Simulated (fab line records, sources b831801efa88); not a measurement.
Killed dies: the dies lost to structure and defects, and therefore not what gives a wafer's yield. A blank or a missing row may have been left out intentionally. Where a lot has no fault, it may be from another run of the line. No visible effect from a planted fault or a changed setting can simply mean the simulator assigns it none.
Chamber matching / flow sky130 / SKY_VIA3_CMP_24 on cmp-01: 4 sister chambers
The step polishes, stops on SiO2, t overpolish 20 s, target thk 0 nm. 14 wafers are shown with their chamber, then 7 later ones without.

WAFERS WITH THEIR CHAMBER
wafer=L379.1; chamber=0; motor_current_A (A)=11.5; time_to_endpoint_s (s)=89; overpolish_run_s (s)=20.005
wafer=L379.3; chamber=3; motor_current_A (A)=12.2; time_to_endpoint_s (s)=96; overpolish_run_s (s)=20.006
wafer=L379.5; chamber=3; motor_current_A (A)=11.6; time_to_endpoint_s (s)=94; overpolish_run_s (s)=19.994
wafer=L381.4; chamber=0; motor_current_A (A)=11.4; time_to_endpoint_s (s)=97; overpolish_run_s (s)=20.009
wafer=L381.5; chamber=3; motor_current_A (A)=11.9; time_to_endpoint_s (s)=97; overpolish_run_s (s)=19.994
wafer=L381.6; chamber=0; motor_current_A (A)=11.4; time_to_endpoint_s (s)=94; overpolish_run_s (s)=20.004
wafer=L385.3; chamber=3; motor_current_A (A)=11.9; time_to_endpoint_s (s)=97; overpolish_run_s (s)=20.001
wafer=L385.4; chamber=0; motor_current_A (A)=11.2; time_to_endpoint_s (s)=92; overpolish_run_s (s)=20.007
wafer=L385.6; chamber=3; motor_current_A (A)=11.8; time_to_endpoint_s (s)=94; overpolish_run_s (s)=20.001
wafer=L388.1; chamber=2; motor_current_A (A)=9.7; time_to_endpoint_s (s)=91; overpolish_run_s (s)=20.011
wafer=L388.5; chamber=3; motor_current_A (A)=11.7; time_to_endpoint_s (s)=96; overpolish_run_s (s)=20.000
wafer=L388.6; chamber=2; motor_current_A (A)=9.7; time_to_endpoint_s (s)=89; overpolish_run_s (s)=20.004
wafer=L393.1; chamber=3; motor_current_A (A)=12.1; time_to_endpoint_s (s)=98; overpolish_run_s (s)=20.010
wafer=L393.4; chamber=1; motor_current_A (A)=10.0; time_to_endpoint_s (s)=98; overpolish_run_s (s)=19.992

SIGNATURES, as means of the wafers listed above
reading=motor_current_A; chamber 0=11.375; chamber 1=10.000; chamber 2=9.700; chamber 3=11.886; scatter within a chamber=0.178
reading=time_to_endpoint_s; chamber 0=93.00; chamber 1=98.00; chamber 2=90.00; chamber 3=96.00; scatter within a chamber=2.24
reading=overpolish_run_s; chamber 0=20.00625; chamber 1=19.99200; chamber 2=20.00750; chamber 3=20.00086; scatter within a chamber=0.00494
Rule: a wafer lies at a distance from a chamber equal to the root of the sum of squares, over the readings, of (its reading less the chamber's mean, divided by the reading's scatter). If the next closest chamber is less than 2 further off than the closest, the wafer can't be placed; otherwise it belongs to the closest. How the scatter is found: for the shown wafers, subtract from each reading the mean of its chamber, square and add these, divide the total by (wafers less chambers), then take the root.

WAFERS WITH NO CHAMBER GIVEN
wafer=L393.6; motor_current_A (A)=10.7; time_to_endpoint_s (s)=96; overpolish_run_s (s)=20.001
wafer=L394.2; motor_current_A (A)=10.8; time_to_endpoint_s (s)=87; overpolish_run_s (s)=20.006
wafer=L394.3; motor_current_A (A)=9.6; time_to_endpoint_s (s)=90; overpolish_run_s (s)=19.996
wafer=L394.5; motor_current_A (A)=11.2; time_to_endpoint_s (s)=88; overpolish_run_s (s)=20.005
wafer=L400.2; motor_current_A (A)=9.4; time_to_endpoint_s (s)=102; overpolish_run_s (s)=20.011
wafer=L400.3; motor_current_A (A)=12.1; time_to_endpoint_s (s)=103; overpolish_run_s (s)=19.996
wafer=L400.5; motor_current_A (A)=9.9; time_to_endpoint_s (s)=97; overpolish_run_s (s)=20.009

WHICH CHAMBER EACH WENT THROUGH
wafer=L393.6; from the rows above=can't be placed: 0 or 1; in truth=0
wafer=L394.2; from the rows above=0; in truth=0
wafer=L394.3; from the rows above=can't be placed: 2 or 1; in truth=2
wafer=L394.5; from the rows above=0; in truth=0
wafer=L400.2; from the rows above=can't be placed: 1 or 2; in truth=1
wafer=L400.3; from the rows above=3; in truth=3
wafer=L400.5; from the rows above=can't be placed: 2 or 1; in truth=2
3 of 7 placed correctly. These rows do not allow placing 4 (true chamber among the candidates in 4). 0 placed wrongly.
